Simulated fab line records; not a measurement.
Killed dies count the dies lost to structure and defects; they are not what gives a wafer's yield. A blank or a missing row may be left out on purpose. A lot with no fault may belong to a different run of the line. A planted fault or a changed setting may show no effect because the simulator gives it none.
Chamber matching	flow sky130	SKY_VIA1_ETCH_15 on rie_diel-03: 3 sister chambers
The step etches SiO2 in C4F8/O2/Ar, stops on TiN, target depth 351 nm, time 54 s. 3 wafers are shown with their chamber, then 10 later ones without.

## WAFERS PAIRED WITH THEIR CHAMBERS
wafer	chamber	oes_product_au (a.u.)
L933.1	3	0.989
L934.1	1	0.976
L934.2	2	0.977

## WAFERS WITHOUT THEIR CHAMBER
wafer	oes_product_au (a.u.)
L934.3	0.985
L939.1	0.985
L939.3	0.990
L939.4	0.980
L940.1	0.988
L940.3	0.980
L940.6	0.982
L942.2	0.982
L942.3	0.980
L942.6	0.982

## CHAMBER TAKEN BY EACH
wafer	from the rows above	in truth
L934.3	can't be placed: 3 or 2 or 1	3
L939.1	can't be placed: 3 or 2 or 1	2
L939.3	3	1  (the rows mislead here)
L939.4	can't be placed: 2 or 1 or 3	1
L940.1	3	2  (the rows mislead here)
L940.3	can't be placed: 2 or 1 or 3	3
L940.6	can't be placed: 2 or 1 or 3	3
L942.2	can't be placed: 2 or 1 or 3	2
L942.3	can't be placed: 2 or 1 or 3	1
L942.6	can't be placed: 2 or 1 or 3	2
Correctly placed: 0 of 10. Cannot be placed on the basis of these rows: 8; the candidates contain the true chamber in 8. Wrongly placed: 2.
How it was worked out, from the rows above alone: a wafer's distance from a chamber is the root of the sum, over the readings, of the square of ((its reading less the chamber's mean) divided by the reading's scatter). The wafer belongs to the nearest chamber; if the next one is less than 2 further off, it can't be placed. A chamber's mean is the mean of its shown wafers. The scatter: with one shown wafer a chamber, the root of the mean of the squares of how far each hidden wafer lies from its nearest shown one.
